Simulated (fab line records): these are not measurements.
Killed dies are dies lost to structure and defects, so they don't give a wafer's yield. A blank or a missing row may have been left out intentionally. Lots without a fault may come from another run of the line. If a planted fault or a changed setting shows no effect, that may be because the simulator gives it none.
fab line records ; flow sfq-line ; part 1 of 2: steps 1 to 20 of 27
record: lots: 5; wafers: 15; last-day: 92
route steps=325 shown R5@222 I5@228 C5@240
lots that met no fault: from a run of the same line without faults
start-h: the number of hours between the record's first day and the start of the first shown wafer of the lot ; wait-h: how many hours have passed since the lot's step before this one ; " same as the row above ; L1.1+2: several wafers, shown together as one row ; - value missing, or start not given ; * or withheld: withheld ; < > ~ a bound
route shown NAME@n: NAME is a module with steps in the file, n the number in the route of the first one ; usual: mean/standard deviation of fault-free wafers ; same: alike in all rows ; chamber/n: place in a boat ; sites: the reading at each site ; _std_site: the standard deviation of these ; _edge_site: the outer-site mean with the inner-site mean subtracted ; radius-mm: for every site, how far away it sits from the centre of the wafer ; mask NAME#n: copy n ; behind: the most recent tool/chamber to have shaped the wafer ; hold: why the lot was held/for how many hours/how that ended ; device: transistor that didn't switch, given as n, p or np ; end of line: at the end of the route, the tests of the same wafers ; a step given without rows: its recipe and nothing more ; killed: dies lost to structure and defects at the first sort, not the wafer's yield ; map: per-die view of a wafer (x killed, . not killed, _ where there is no die)
set.NAME: setting as actually run; set.NAME@STEP: the setting as run at that earlier step ; model.NAME: the simulator's own value behind a step, which no gauge read
a table for each step, a row for each wafer; lots at some steps of the route
services: the hour from which a tool's chamber was out of use, counted from the record's first day as start-h (under 0 if before that day), plus the number of hours and why
== steps ==
step: SFQ_TRILAYER_R5_LITHO_DEVELOP_138
recipe: time-s: 60; resist: KrF
usual: chill-plate-temp-C: 23.00/0.12; exhaust-pa: 45.1/0.95; resist-line-temp-C: 23.02/0.11
lot.wafer;tool;chamber;start-h;wait-h;chill-plate-temp-C;exhaust-pa;resist-line-temp-C
L084.1;litho-track-02;0;1607.58;0.1;23.05;44.1;23.21
L084.2;litho-track-02;0;1607.58;0.1;23.10;44.6;23.07
L084.6;litho-track-02;0;1607.58;0.1;23.34;45.5;23.12
L085.1;litho-track-03;0;1608.78;0.1;23.03;44.9;22.96
L085.4;litho-track-03;0;1608.78;0.1;22.92;44.4;23.11
L085.5;litho-track-03;0;1608.78;0.1;22.89;44.1;23.16
L087.1;litho-track-02;0;1724.40;0.1;23.10;44.1;22.91
L087.2;litho-track-02;0;1724.40;0.1;22.76;43.6;22.90
L087.5;litho-track-02;0;1724.40;0.1;23.06;45.6;23.06
L093.2;litho-track-03;0;1758.03;0.1;22.94;46.0;23.28
L093.3;litho-track-03;0;1758.03;0.1;22.96;45.2;23.13
L093.6;litho-track-03;0;1758.03;0.1;23.04;45.2;23.22
L097.1;litho-track-01;0;1866.29;0.1;22.82;45.3;22.94
L097.3;litho-track-01;0;1866.29;0.1;22.68;45.3;22.90
L097.4;litho-track-01;0;1866.29;0.1;22.95;46.5;22.77
step: SFQ_R5_OVL_MEAS_935
usual: R5_OVL: -1/5
lot.wafer;tool;chamber;start-h;wait-h;R5_OVL[nm]
L084.1;overlay-02;-;1607.73;0.1;-4
L084.2;overlay-02;-;1607.73;0.1;-14
L084.6;overlay-02;-;1607.73;0.1;-11
L085.1;overlay-02;-;1608.93;0.1;4
L085.4;overlay-02;-;1608.93;0.1;0
L085.5;overlay-02;-;1608.93;0.1;0
L087.1;overlay-01;-;1724.55;0.1;-4
L087.2;overlay-01;-;1724.55;0.1;-8
L087.5;overlay-01;-;1724.55;0.1;-7
L093.2;overlay-01;-;1758.16;0.1;-9
L093.3;overlay-01;-;1758.16;0.1;-5
L093.6;overlay-01;-;1758.16;0.1;-6
L097.1;overlay-02;-;1866.44;0.1;0
L097.3;overlay-02;-;1866.44;0.1;1
L097.4;overlay-02;-;1866.44;0.1;6
step: SFQ_TRILAYER_R5_BARC_OPEN_METAL_ETCH_177
recipe: mask-material: PR; chemistry: O2; target-depth-nm: 125; target: BARC; icp-w: 600; bias-w: 80; pressure-mtorr: 10; time-s: 41.7
usual: drypump-motor-current-A: 6.09/0.28; oes-product-au: 0.685/0.0048
lot.wafer;tool;chamber;start-h;wait-h;drypump-motor-current-A;oes-product-au;rf-hours-counter-h
L084.1;rie-metal-02;0;1607.76;0.0;6.21;0.675;112
L084.2;rie-metal-02;1;1607.76;0.0;5.88;0.685;61
L084.6;rie-metal-02;0;1607.76;0.0;6.18;0.685;-
L085.1;rie-metal-01;1;1608.96;0.0;6.07;0.679;17
L085.4;rie-metal-01;1;1608.96;0.0;6.08;0.683;-
L085.5;rie-metal-01;0;1608.96;0.0;5.97;0.680;-
L087.1;rie-metal-01;1;1724.59;0.0;6.07;0.689;30
L087.2;rie-metal-01;0;1724.59;0.0;5.91;0.682;68
L087.5;rie-metal-01;0;1724.59;0.0;5.96;0.689;-
L093.2;rie-metal-01;1;1758.19;0.0;6.07;0.685;35
L093.3;rie-metal-01;0;1758.19;0.0;5.93;0.684;-
L093.6;rie-metal-01;1;1758.19;0.0;6.07;0.693;-
L097.1;rie-metal-02;1;1866.48;0.0;5.87;0.677;94
L097.3;rie-metal-02;0;1866.48;0.0;6.28;0.689;-
L097.4;rie-metal-02;1;1866.48;0.0;5.90;0.681;-
step: SFQ_TRILAYER_R5_ETCH_METAL_ETCH_139
recipe: stop-on: SiO2; mask-material: PR; chemistry: Cl2; target-depth-nm: 60; icp-w: 600; bias-w: 80; pressure-mtorr: 10; time-s: 40
usual: drypump-motor-current-A: 6.09/0.28; oes-product-au: 0.991/0.0057
lot.wafer;tool;chamber;start-h;wait-h;drypump-motor-current-A;oes-product-au;rf-hours-counter-h
L084.1;rie-metal-02;0;1607.82;0.0;6.18;0.987;112
L084.2;rie-metal-02;1;1607.82;0.0;5.90;0.998;61
L084.6;rie-metal-02;0;1607.82;0.0;6.22;0.999;-
L085.1;rie-metal-01;1;1609.02;0.0;6.10;0.987;17
L085.4;rie-metal-01;1;1609.02;0.0;6.09;0.991;-
L085.5;rie-metal-01;0;1609.02;0.0;5.95;0.992;-
L087.1;rie-metal-01;1;1724.65;0.0;6.07;0.989;30
L087.2;rie-metal-01;0;1724.65;0.0;5.95;0.997;68
L087.5;rie-metal-01;0;1724.65;0.0;5.91;1.001;-
L093.2;rie-metal-01;1;1758.25;0.0;6.06;0.986;35
L093.3;rie-metal-01;0;1758.25;0.0;5.96;0.997;-
L093.6;rie-metal-01;1;1758.25;0.0;6.07;0.991;-
L097.1;rie-metal-02;1;1866.54;0.0;5.88;0.998;94
L097.3;rie-metal-02;0;1866.54;0.0;6.27;0.994;-
L097.4;rie-metal-02;1;1866.54;0.0;5.89;0.992;-
step: SFQ_TRILAYER_R5_STRIP_STRIP_140
recipe: gas: O2; power-w: 200; platen-temp-c: 40; overash-fraction: 0.65; chemistry: O2; pressure-mtorr: 50
usual: drypump-motor-current-A: 6.09/0.28; oes-product-au: 1.001/0.0091
lot.wafer;tool;chamber;start-h;wait-h;drypump-motor-current-A;oes-product-au;rf-hours-counter-h
L084.1;rie-metal-02;0;1607.88;0.0;6.25;1.015;112
L084.2;rie-metal-02;1;1607.88;0.0;5.91;1.010;61
L084.6;rie-metal-02;0;1607.88;0.0;6.26;1.025;-
L085.1;rie-metal-01;1;1609.08;0.0;6.09;0.991;17
L085.4;rie-metal-01;1;1609.08;0.0;6.11;1.000;-
L085.5;rie-metal-01;0;1609.08;0.0;5.98;0.999;-
L087.1;rie-metal-01;1;1724.71;0.0;6.06;0.992;30
L087.2;rie-metal-01;0;1724.71;0.0;5.97;1.009;68
L087.5;rie-metal-01;0;1724.71;0.0;6.00;1.008;-
L093.2;rie-metal-01;1;1758.31;0.0;6.05;0.998;35
L093.3;rie-metal-01;0;1758.31;0.0;5.95;0.992;-
L093.6;rie-metal-01;1;1758.31;0.0;6.08;0.988;-
L097.1;rie-metal-02;1;1866.60;0.0;5.87;0.991;94
L097.3;rie-metal-02;0;1866.60;0.0;6.24;0.991;-
L097.4;rie-metal-02;1;1866.60;0.0;5.90;0.998;-
step: SFQ_TRILAYER_R5_STRIP_SOLV_CLEAN_141
recipe: chemistry: NMP; temp-c: 70; time-s: 600
usual: bath-heat-duty-pct: 12.9/1.4
lot.wafer;tool;chamber;start-h;wait-h;bath-heat-duty-pct
L084.1;wet-bench-01;3;1608.48;0.4;11.9
L084.2;wet-bench-01;1;1608.48;0.4;12.6
L084.6;wet-bench-01;6;1608.48;0.4;11.4
L085.1;wet-bench-03;4;1609.68;0.4;13.2
L085.4;wet-bench-03;3;1609.68;0.4;12.1
L085.5;wet-bench-03;2;1609.68;0.4;11.3
L087.1;wet-bench-03;3;1725.31;0.4;12.2
L087.2;wet-bench-03;2;1725.31;0.4;11.3
L087.5;wet-bench-03;0;1725.31;0.4;13.2
L093.2;wet-bench-03;7;1758.91;0.4;12.3
L093.3;wet-bench-03;5;1758.91;0.4;10.5
L093.6;wet-bench-03;1;1758.91;0.4;11.0
L097.1;wet-bench-03;1;1867.20;0.4;13.0
L097.3;wet-bench-03;0;1867.20;0.4;12.6
L097.4;wet-bench-03;3;1867.20;0.4;12.4
step: SFQ_TRILAYER_A5C_DEP_PECVD_142
recipe: material: SiO2; temp-c: 150; time-s: 15.556; pressure-torr: 2.4; rf-w: 183.3; precursor: SiH4/N2O; target-thk-nm: 70
usual: heater-power-outer-w: 28/8.7; heater-power-w: 84/17; throttle-valve-pct: 25.0/1.4
lot.wafer;tool;chamber;start-h;wait-h;heater-power-outer-w;heater-power-w;throttle-valve-pct
L084.1;pecvd-04;0;1608.67;0.0;20;70;25.0
L084.2;pecvd-04;2;1608.67;0.0;29;86;23.3
L084.6;pecvd-04;1;1608.67;0.0;21;68;25.2
L085.1;pecvd-01;1;1609.89;0.0;38;101;25.4
L085.4;pecvd-01;2;1609.89;0.0;18;63;25.8
L085.5;pecvd-01;1;1609.89;0.0;39;101;25.2
L087.1;pecvd-01;1;1725.50;0.0;38;101;25.4
L087.2;pecvd-01;0;1725.50;0.0;31;86;25.4
L087.5;pecvd-01;2;1725.50;0.0;11;55;26.0
L093.2;pecvd-03;0;1759.08;0.0;42;111;21.6
L093.3;pecvd-03;1;1759.08;0.0;30;99;22.9
L093.6;pecvd-03;1;1759.08;0.0;30;97;23.1
L097.1;pecvd-03;0;1867.37;0.0;36;104;22.0
L097.3;pecvd-03;1;1867.37;0.0;34;103;23.4
L097.4;pecvd-03;2;1867.37;0.0;37;89;24.4
step: SFQ_TRILAYER_I5_LITHO_COAT_149
recipe: resist: BARC; spin-rpm: 3000; resist-thk-nm: 62
usual: chill-plate-temp-C: 22.98/0.11; exhaust-pa: 45.1/0.85; resist-line-temp-C: 23.00/0.1
lot.wafer;tool;chamber;start-h;wait-h;chill-plate-temp-C;exhaust-pa;resist-line-temp-C
L084.1;litho-track-01;0;1608.70;0.0;23.00;45.8;22.95
L084.2;litho-track-01;0;1608.70;0.0;23.00;45.8;23.01
L084.6;litho-track-01;0;1608.70;0.0;22.93;44.9;22.85
L085.1;litho-track-03;0;1609.93;0.0;22.96;45.4;22.85
L085.4;litho-track-03;0;1609.93;0.0;23.04;45.0;22.94
L085.5;litho-track-03;0;1609.93;0.0;22.89;46.2;22.79
L087.1;litho-track-04;0;1725.52;0.0;23.06;45.1;22.90
L087.2;litho-track-04;0;1725.52;0.0;22.93;44.8;23.06
L087.5;litho-track-04;0;1725.52;0.0;23.01;45.3;22.89
L093.2;litho-track-03;0;1759.16;0.1;22.85;45.3;23.15
L093.3;litho-track-03;0;1759.16;0.1;22.87;43.8;23.03
L093.6;litho-track-03;0;1759.16;0.1;22.98;45.2;23.10
L097.1;litho-track-03;0;1867.40;0.0;22.86;45.7;23.07
L097.3;litho-track-03;0;1867.40;0.0;22.92;44.2;23.10
L097.4;litho-track-03;0;1867.40;0.0;22.84;44.2;23.06
step: SFQ_TRILAYER_I5_LITHO_COAT_144
recipe: resist: KrF; spin-rpm: 3000; resist-thk-nm: 650
usual: chill-plate-temp-C: 22.99/0.12; exhaust-pa: 45.0/0.89; resist-line-temp-C: 23.00/0.1
lot.wafer;tool;chamber;start-h;wait-h;chill-plate-temp-C;exhaust-pa;resist-line-temp-C
L084.1;litho-track-01;0;1609.00;0.2;22.82;44.7;23.09
L084.2;litho-track-01;0;1609.00;0.2;23.07;44.0;23.01
L084.6;litho-track-01;0;1609.00;0.2;23.15;45.4;22.93
L085.1;litho-track-03;0;1610.23;0.2;23.07;45.1;23.13
L085.4;litho-track-03;0;1610.23;0.2;22.99;44.8;22.94
L085.5;litho-track-03;0;1610.23;0.2;23.02;46.0;23.02
L087.1;litho-track-04;0;1725.82;0.2;22.97;43.1;22.92
L087.2;litho-track-04;0;1725.82;0.2;23.09;44.5;23.18
L087.5;litho-track-04;0;1725.82;0.2;23.03;45.4;23.07
L093.2;litho-track-03;0;1759.46;0.2;23.01;44.7;23.02
L093.3;litho-track-03;0;1759.46;0.2;23.13;44.5;23.06
L093.6;litho-track-03;0;1759.46;0.2;23.18;44.8;22.88
L097.1;litho-track-03;0;1867.70;0.2;23.07;44.7;22.90
L097.3;litho-track-03;0;1867.70;0.2;23.03;44.6;23.06
L097.4;litho-track-03;0;1867.70;0.2;23.06;44.6;23.02
step: SFQ_TRILAYER_I5_LITHO_SOFTBAKE_148
recipe: temp-c: withheld; time-s: withheld; resist: KrF
usual: chill-plate-temp-C: *; exhaust-pa: 45.2/0.81; resist-line-temp-C: *
lot.wafer;tool;chamber;start-h;wait-h;chill-plate-temp-C;exhaust-pa;resist-line-temp-C
L084.1;litho-track-01;0;1609.30;0.2;*;45.0;*
L084.2;litho-track-01;0;1609.30;0.2;*;45.9;*
L084.6;litho-track-01;0;1609.30;0.2;*;45.7;*
L085.1;litho-track-03;0;1610.53;0.2;*;43.9;*
L085.4;litho-track-03;0;1610.53;0.2;*;44.9;*
L085.5;litho-track-03;0;1610.53;0.2;*;46.0;*
L087.1;litho-track-04;0;1726.12;0.2;*;44.9;*
L087.2;litho-track-04;0;1726.12;0.2;*;45.0;*
L087.5;litho-track-04;0;1726.12;0.2;*;44.9;*
L093.2;litho-track-03;0;1759.73;0.2;*;44.3;*
L093.3;litho-track-03;0;1759.73;0.2;*;43.9;*
L093.6;litho-track-03;0;1759.73;0.2;*;45.0;*
L097.1;litho-track-03;0;1868.00;0.2;*;46.2;*
L097.3;litho-track-03;0;1868.00;0.2;*;47.3;*
L097.4;litho-track-03;0;1868.00;0.2;*;45.6;*
step: SFQ_TRILAYER_I5_LITHO_EXPOSE_145
recipe: mask-id: I5; na: 0.6; source-shape: conventional; sigma-outer: 0.65; target-cd-nm: 700; dose-mj: 21.3
usual: exposure-dose-mJ-cm2: 21.302/0.02
lot.wafer;tool;chamber;start-h;wait-h;mask;exposure-dose-mJ-cm2
L084.1;krf-scanner-02;0;1706.30;-;I5#0;21.328
L084.2;krf-scanner-02;0;1706.30;-;I5#0;21.315
L084.6;krf-scanner-02;0;1706.30;-;I5#0;21.305
L085.1;krf-scanner-02;0;1713.08;-;I5#0;21.325
L085.4;krf-scanner-02;0;1713.08;-;I5#0;21.315
L085.5;krf-scanner-02;0;1713.08;-;I5#0;21.340
L087.1;krf-scanner-01;0;1821.83;-;I5#0;21.311
L087.2;krf-scanner-01;0;1821.83;-;I5#0;21.333
L087.5;krf-scanner-01;0;1821.83;-;I5#0;21.310
L093.2;krf-scanner-02;0;1859.14;-;I5#0;21.288
L093.3;krf-scanner-02;0;1859.14;-;I5#0;21.315
L093.6;krf-scanner-02;0;1859.14;-;I5#0;21.302
L097.1;krf-scanner-01;0;1960.22;-;I5#0;21.309
L097.3;krf-scanner-01;0;1960.22;-;I5#0;21.309
L097.4;krf-scanner-01;0;1960.22;-;I5#0;21.316
step: SFQ_TRILAYER_I5_LITHO_PEB_147
recipe: peb-temp-c: 115; peb-time-s: 60; resist: KrF
usual: chill-plate-temp-C: 23.00/0.11; exhaust-pa: 45.1/0.8; heater-power-total-W: 79.15/0.076; resist-line-temp-C: 23.00/0.11
lot.wafer;tool;chamber;start-h;wait-h;chill-plate-temp-C;exhaust-pa;heater-power-total-W;resist-line-temp-C
L084.1;litho-track-01;0;1707.50;1.0;22.93;45.1;79.31;23.01
L084.2;litho-track-01;0;1707.50;1.0;23.07;45.5;79.16;22.94
L084.6;litho-track-01;0;1707.50;1.0;22.99;45.2;79.14;23.01
L085.1;litho-track-01;0;1714.28;1.0;22.99;43.7;79.21;23.12
L085.4;litho-track-01;0;1714.28;1.0;23.16;44.0;79.07;23.07
L085.5;litho-track-01;0;1714.28;1.0;22.87;45.4;79.14;23.16
L087.1;litho-track-04;0;1823.03;1.0;22.92;44.0;79.24;23.08
L087.2;litho-track-04;0;1823.03;1.0;22.97;44.9;79.12;23.23
L087.5;litho-track-04;0;1823.03;1.0;23.02;46.0;79.05;23.12
L093.2;litho-track-03;0;1860.17;0.8;23.01;43.9;79.06;23.09
L093.3;litho-track-03;0;1860.17;0.8;22.98;46.0;79.17;23.12
L093.6;litho-track-03;0;1860.17;0.8;23.01;44.9;79.14;23.06
L097.1;litho-track-03;0;1961.42;1.0;22.79;44.6;79.22;22.89
L097.3;litho-track-03;0;1961.42;1.0;23.03;46.1;79.19;22.88
L097.4;litho-track-03;0;1961.42;1.0;22.76;44.8;79.08;22.79
step: SFQ_TRILAYER_I5_LITHO_DEVELOP_146
recipe: time-s: 60; resist: KrF
usual: chill-plate-temp-C: 23.01/0.11; exhaust-pa: 44.9/0.91; resist-line-temp-C: 23.00/0.094
lot.wafer;tool;chamber;start-h;wait-h;chill-plate-temp-C;exhaust-pa;resist-line-temp-C
L084.1;litho-track-01;0;1707.65;0.1;22.84;44.3;22.96
L084.2;litho-track-01;0;1707.65;0.1;22.86;43.4;23.04
L084.6;litho-track-01;0;1707.65;0.1;22.86;42.9;23.11
L085.1;litho-track-01;0;1714.43;0.1;22.79;45.3;22.89
L085.4;litho-track-01;0;1714.43;0.1;23.06;44.7;23.02
L085.5;litho-track-01;0;1714.43;0.1;22.86;44.8;22.91
L087.1;litho-track-04;0;1823.18;0.1;23.01;44.5;22.95
L087.2;litho-track-04;0;1823.18;0.1;22.85;44.6;22.72
L087.5;litho-track-04;0;1823.18;0.1;23.00;45.0;22.93
L093.2;litho-track-03;0;1860.32;0.1;23.13;43.4;23.07
L093.3;litho-track-03;0;1860.32;0.1;23.07;43.1;23.09
L093.6;litho-track-03;0;1860.32;0.1;22.94;43.6;23.10
L097.1;litho-track-03;0;1961.57;0.1;22.91;45.6;23.09
L097.3;litho-track-03;0;1961.57;0.1;22.99;45.3;22.91
L097.4;litho-track-03;0;1961.57;0.1;23.01;44.1;22.91
step: SFQ_I5_OVL_MEAS_936
usual: I5_OVL: 5/6
lot.wafer;tool;chamber;start-h;wait-h;I5_OVL[nm]
L084.1;overlay-02;-;1707.80;0.1;16
L084.2;overlay-02;-;1707.80;0.1;13
L084.6;overlay-02;-;1707.80;0.1;9
L085.1;overlay-02;-;1714.58;0.1;11
L085.4;overlay-02;-;1714.58;0.1;6
L085.5;overlay-02;-;1714.58;0.1;11
L087.1;overlay-01;-;1823.33;0.1;-1
L087.2;overlay-01;-;1823.33;0.1;-8
L087.5;overlay-01;-;1823.33;0.1;-4
L093.2;overlay-01;-;1860.45;0.1;6
L093.3;overlay-01;-;1860.45;0.1;3
L093.6;overlay-01;-;1860.45;0.1;5
L097.1;overlay-01;-;1961.72;0.1;4
L097.3;overlay-01;-;1961.72;0.1;7
L097.4;overlay-01;-;1961.72;0.1;-2
step: SFQ_TRILAYER_I5_BARC_OPEN_VIA_ETCH_200
recipe: mask-material: PR; chemistry: O2; target-depth-nm: 125; target: BARC; source-w: 500; bias-w: 80; pressure-mtorr: 30; time-s: 41.7
usual: drypump-motor-current-A: 5.6/0.63; oes-product-au: 0.685/0.0043
lot.wafer;tool;chamber;start-h;wait-h;drypump-motor-current-A;oes-product-au;rf-hours-counter-h
L084.1;rie-diel-03;3;1707.84;0.0;4.7;0.690;13
L084.2;rie-diel-03;0;1707.84;0.0;6.5;0.693;8
L084.6;rie-diel-03;0;1707.84;0.0;6.5;0.688;-
L085.1;rie-diel-01;2;1714.61;0.0;6.8;0.684;12
L085.4;rie-diel-01;3;1714.61;0.0;5.3;0.685;12
L085.5;rie-diel-01;0;1714.61;0.0;5.6;0.679;-
L087.1;rie-diel-04;3;1823.37;0.0;6.0;0.687;17
L087.2;rie-diel-04;2;1823.37;0.0;5.3;0.682;21
L087.5;rie-diel-04;3;1823.37;0.0;6.1;0.691;-
L093.2;rie-diel-03;1;1860.48;0.0;5.0;0.681;14
L093.3;rie-diel-03;3;1860.48;0.0;4.7;0.684;15
L093.6;rie-diel-03;1;1860.48;0.0;5.0;0.683;-
L097.1;rie-diel-01;3;1961.75;0.0;5.3;0.685;15
L097.3;rie-diel-01;2;1961.75;0.0;6.8;0.682;14
L097.4;rie-diel-01;1;1961.75;0.0;5.5;0.680;4
step: SFQ_TRILAYER_I5_ETCH_VIA_ETCH_147
recipe: stop-on: Nb; mask-material: PR; chemistry: CHF3; target-depth-nm: 360; source-w: 500; bias-w: 80; pressure-mtorr: 30; time-s: withheld
usual: drypump-motor-current-A: 5.6/0.64; oes-product-au: 0.987/0.006
lot.wafer;tool;chamber;start-h;wait-h;drypump-motor-current-A;oes-product-au
L084.1;rie-diel-03;3;1707.88;0.0;4.7;0.986
L084.2;rie-diel-03;0;1707.88;0.0;6.5;0.985
L084.6;rie-diel-03;0;1707.88;0.0;6.5;0.999
L085.1;rie-diel-01;2;1714.65;0.0;6.8;0.988
L085.4;rie-diel-01;3;1714.65;0.0;5.3;0.985
L085.5;rie-diel-01;0;1714.65;0.0;5.6;0.984
L087.1;rie-diel-04;3;1823.41;0.0;6.0;0.987
L087.2;rie-diel-04;2;1823.41;0.0;5.3;0.992
L087.5;rie-diel-04;3;1823.41;0.0;6.0;0.990
L093.2;rie-diel-03;1;1860.52;0.0;5.0;0.981
L093.3;rie-diel-03;3;1860.52;0.0;4.7;0.975
L093.6;rie-diel-03;1;1860.52;0.0;5.0;0.981
L097.1;rie-diel-01;3;1961.79;0.0;5.3;0.989
L097.3;rie-diel-01;2;1961.79;0.0;6.8;0.982
L097.4;rie-diel-01;1;1961.79;0.0;5.6;0.984
step: SFQ_TRILAYER_I5_STRIP_STRIP_148
recipe: gas: O2; power-w: 200; platen-temp-c: 40; overash-fraction: 0.65; chemistry: O2; pressure-mtorr: 50
usual: drypump-motor-current-A: 6.0/0.42; oes-product-au: 1.003/0.0089
lot.wafer;tool;chamber;start-h;wait-h;drypump-motor-current-A;oes-product-au;rf-hours-counter-h
L084.1;rie-metal-01;0;1708.03;-;6.0;1.006;66
L084.2;rie-metal-01;1;1708.03;-;6.1;1.004;28
L084.6;rie-metal-01;0;1708.03;-;6.0;1.019;-
L085.1;rie-metal-01;0;1714.80;-;5.9;1.014;66
L085.4;rie-metal-01;0;1714.80;-;5.9;1.016;-
L085.5;rie-metal-01;1;1714.80;-;6.1;1.007;-
L087.1;rie-metal-02;1;1823.56;-;5.9;1.004;88
L087.2;rie-metal-02;0;1823.56;-;6.2;1.008;5
L087.5;rie-metal-02;0;1823.56;-;6.2;1.017;-
L093.2;rie-metal-01;0;1860.67;-;5.9;1.014;85
L093.3;rie-metal-01;0;1860.67;-;6.0;1.017;-
L093.6;rie-metal-01;1;1860.67;-;6.1;1.016;-
L097.1;rie-metal-04;0;1961.94;-;6.4;0.991;7
L097.3;rie-metal-04;1;1961.94;-;5.1;0.979;-
L097.4;rie-metal-04;0;1961.94;-;6.4;1.003;-
step: SFQ_TRILAYER_I5_STRIP_SOLV_CLEAN_149
recipe: chemistry: NMP; temp-c: 70; time-s: 600
usual: bath-heat-duty-pct: 12.9/1.5
lot.wafer;tool;chamber;start-h;wait-h;bath-heat-duty-pct
L084.1;wet-bench-03;0;1708.63;0.4;13.6
L084.2;wet-bench-03;5;1708.63;0.4;10.2
L084.6;wet-bench-03;6;1708.63;0.4;13.8
L085.1;wet-bench-03;0;1715.40;0.4;13.7
L085.4;wet-bench-03;4;1715.40;0.4;13.5
L085.5;wet-bench-03;5;1715.40;0.4;11.4
L087.1;wet-bench-03;5;1824.16;0.4;11.0
L087.2;wet-bench-03;3;1824.16;0.4;12.5
L087.5;wet-bench-03;0;1824.16;0.4;12.7
L093.2;wet-bench-01;1;1861.27;0.4;12.6
L093.3;wet-bench-01;4;1861.27;0.4;17.3
L093.6;wet-bench-01;0;1861.27;0.4;13.9
L097.1;wet-bench-04;7;1962.54;0.4;12.5
L097.3;wet-bench-04;2;1962.54;0.4;12.0
L097.4;wet-bench-04;0;1962.54;0.4;14.2
step: SFQ_TRILAYER_C5_LITHO_COAT_156
recipe: resist: BARC; spin-rpm: 3000; resist-thk-nm: 62
usual: chill-plate-temp-C: 23.01/0.11; exhaust-pa: 44.9/0.87; resist-line-temp-C: 22.98/0.11
lot.wafer;tool;chamber;start-h;wait-h;chill-plate-temp-C;exhaust-pa;resist-line-temp-C
L084.1;litho-track-02;0;1708.82;0.0;23.05;45.2;22.86
L084.2;litho-track-02;0;1708.82;0.0;23.29;45.9;22.91
L084.6;litho-track-02;0;1708.82;0.0;23.13;45.2;22.94
L085.1;litho-track-02;0;1715.59;0.0;22.82;45.2;22.98
L085.4;litho-track-02;0;1715.59;0.0;22.83;45.3;22.85
L085.5;litho-track-02;0;1715.59;0.0;23.10;44.3;23.02
L087.1;litho-track-04;0;1824.35;0.0;22.95;43.8;22.94
L087.2;litho-track-04;0;1824.35;0.0;22.99;42.9;22.87
L087.5;litho-track-04;0;1824.35;0.0;22.93;43.1;22.88
L093.2;litho-track-03;0;1861.67;0.1;22.95;44.6;22.78
L093.3;litho-track-03;0;1861.67;0.1;22.97;45.0;22.78
L093.6;litho-track-03;0;1861.67;0.1;22.91;43.7;22.91
L097.1;litho-track-03;0;1962.72;0.0;23.11;45.3;22.87
L097.3;litho-track-03;0;1962.72;0.0;22.94;45.4;22.97
L097.4;litho-track-03;0;1962.72;0.0;23.14;44.5;22.98
step: SFQ_TRILAYER_C5_LITHO_COAT_151
recipe: resist: KrF; spin-rpm: 3000; resist-thk-nm: 650
usual: chill-plate-temp-C: 22.99/0.099; exhaust-pa: 45.0/0.9; resist-line-temp-C: 23.01/0.1
lot.wafer;tool;chamber;start-h;wait-h;chill-plate-temp-C;exhaust-pa;resist-line-temp-C
L084.1;litho-track-02;0;1709.12;0.2;23.01;44.5;23.02
L084.2;litho-track-02;0;1709.12;0.2;22.94;44.4;22.91
L084.6;litho-track-02;0;1709.12;0.2;22.99;45.2;22.98
L085.1;litho-track-02;0;1715.89;0.2;22.93;45.2;22.87
L085.4;litho-track-02;0;1715.89;0.2;22.90;43.1;23.13
L085.5;litho-track-02;0;1715.89;0.2;22.83;44.5;22.89
L087.1;litho-track-04;0;1824.65;0.2;23.00;46.0;23.02
L087.2;litho-track-04;0;1824.65;0.2;22.81;44.3;23.02
L087.5;litho-track-04;0;1824.65;0.2;22.93;46.6;22.92
L093.2;litho-track-03;0;1861.97;0.2;23.03;44.9;23.04
L093.3;litho-track-03;0;1861.97;0.2;23.17;42.9;23.11
L093.6;litho-track-03;0;1861.97;0.2;23.02;45.5;23.00
L097.1;litho-track-03;0;1963.02;0.2;23.18;46.0;23.11
L097.3;litho-track-03;0;1963.02;0.2;22.98;45.4;23.08
L097.4;litho-track-03;0;1963.02;0.2;23.09;45.6;23.19
